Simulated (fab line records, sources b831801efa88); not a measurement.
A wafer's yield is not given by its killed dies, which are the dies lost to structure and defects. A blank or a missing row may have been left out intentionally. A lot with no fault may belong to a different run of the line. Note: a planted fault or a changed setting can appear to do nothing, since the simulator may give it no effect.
The same fault as seen by 2 desks    flow sfq line    only its own numbers are on each desk; what lay behind them is given at the end

TOOL OWNER'S DESK, rie diel-01
The tool's own readings at SFQ_TRILAYER_I0_VIA_BARC_OPEN_VIA_ETCH_046 (etches BARC in O2, target depth 125 nm, time 41.7 s): means of the sampled wafers that have a number, for each lot that ran on this tool. If a lot's mean is further than 4 standard deviations from the usual mean, the lot is out of limits and carries the mark OUT (the distance appears in the brackets).
Columns: A = bias w at SFQ_TRILAYER_I0_VIA_BARC_OPEN_VIA_ETCH_046, usual 79.98 W; B = drypump motor current A at SFQ_TRILAYER_I0_VIA_BARC_OPEN_VIA_ETCH_046, usual 5.7 A; C = oes product au at SFQ_TRILAYER_I0_VIA_BARC_OPEN_VIA_ETCH_046, usual 0.685 a.u.; D = run length s at SFQ_TRILAYER_I0_VIA_BARC_OPEN_VIA_ETCH_046, usual 69.8 s
lot   first seen here  A      B    C      D
L135  day 10 18:38     80.02  5.5  0.683  69.5
L136  day 10 23:26     79.91  5.9  0.684  69.6
L140  day 12 06:05     79.82  5.4  0.688  69.8
L141  day 12 20:26     80.05  5.6  0.687  69.9
L142  day 13 02:26     80.15  5.5  0.684  69.9
L143  day 13 15:38     80.00  6.0  0.690  69.5
L145  day 14 01:14     80.21  5.2  0.681  69.6
L148  day 15 00:02     80.04  5.5  0.685  69.7
L151  day 15 15:38     79.94  5.4  0.678  70.7
L152  day 15 22:50     80.15  5.8  0.680  71.2
L155  day 16 19:16     79.62  5.9  0.673  70.9
Finding of this desk: none of the 11 lots has anything out of limits.

METROLOGY DESK
Means of the sampled wafers that have a number, per lot and without regard to the tool the lot ran on: this is what the gauges read. If a lot's mean is further than 4 standard deviations from the usual mean, the lot is out of limits and carries the mark OUT (the distance appears in the brackets).
Columns: A = INCOMING_BOW at SFQ_INCOMING_BOW_MEAS_900, usual 0 um
lot   first seen here  A
L134  day 1 15:01      -0
L135  day 1 20:00      6
L136  day 2 01:00      2
L137  day 2 06:00      3
L140  day 2 21:00      -4
L141  day 3 02:02      3
L142  day 3 07:00      1
L143  day 3 12:02      1
L144  day 3 17:00      5
L145  day 3 22:01      0
L148  day 4 13:05      -5
L151  day 5 04:00      -6
L152  day 5 09:00      4
L155  day 6 00:04      8
L156  day 6 05:01      0
Finding of this desk: none of the 15 lots has anything out of limits.

ALL TOGETHER
Nothing out of limits was seen by the tool owner's desk.
Metrology desk: nothing out of limits seen.

WHAT THE SIMULATOR HAD INSERTED
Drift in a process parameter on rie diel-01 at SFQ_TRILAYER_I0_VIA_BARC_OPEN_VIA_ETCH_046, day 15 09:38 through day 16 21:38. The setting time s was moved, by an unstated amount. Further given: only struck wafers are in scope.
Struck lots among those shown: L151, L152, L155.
